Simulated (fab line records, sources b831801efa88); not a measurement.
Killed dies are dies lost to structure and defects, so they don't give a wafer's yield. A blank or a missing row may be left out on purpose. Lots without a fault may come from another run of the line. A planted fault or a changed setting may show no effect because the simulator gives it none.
Chamber matching | flow gf180mcu | GF_MIM_CVD_05 on pecvd-02: 3 sister chambers
The step deposits Si3N4, target thk 42 nm, time 29.086 s. 6 wafers are shown with their chamber, then 7 later ones without.

WAFERS WITH THEIR CHAMBER
wafer  | chamber | heater_power_w (W) | heater_power_outer_w (W)
L082.6 | 0       | 670                | 407
L084.2 | 0       | 591                | 339
L084.3 | 2       | 745                | 387
L084.4 | 1       | 628                | 342
L088.1 | 2       | 666                | 353
L088.3 | 1       | 561                | 324

WAFERS WITHOUT THEIR CHAMBER
wafer  | heater_power_w (W) | heater_power_outer_w (W)
L088.5 | 584                | 333
L089.1 | 620                | 348
L089.3 | 665                | 423
L089.4 | 685                | 411
L092.4 | 663                | 343
L092.5 | 594                | 335
L092.6 | 690                | 431

WHICH CHAMBER EACH WENT THROUGH
wafer  | from the rows above          | in truth
L088.5 | can't be placed: 1 or 0      | 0
L089.1 | can't be placed: 1 or 0 or 2 | 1
L089.3 | can't be placed: 0 or 2 or 1 | 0
L089.4 | can't be placed: 2 or 0 or 1 | 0
L092.4 | can't be placed: 0 or 2 or 1 | 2
L092.5 | can't be placed: 1 or 0      | 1
L092.6 | can't be placed: 2 or 0 or 1 | 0
Placed correctly: 0 of 7. Can't be placed from these rows: 7 (the true chamber is among the candidates in 7). Placed wrongly: 0.
How it was worked out, from the rows above alone: a wafer's distance from a chamber is the root of the sum, over the readings, of the square of ((its reading less the chamber's mean) divided by the reading's scatter). The wafer belongs to the nearest chamber; if the next one is less than 2 further off, it can't be placed. A chamber's mean is the mean of its shown wafers. The scatter: the root of (the sum of the squares of (reading less its chamber's mean) over the shown wafers, divided by (wafers less chambers)).
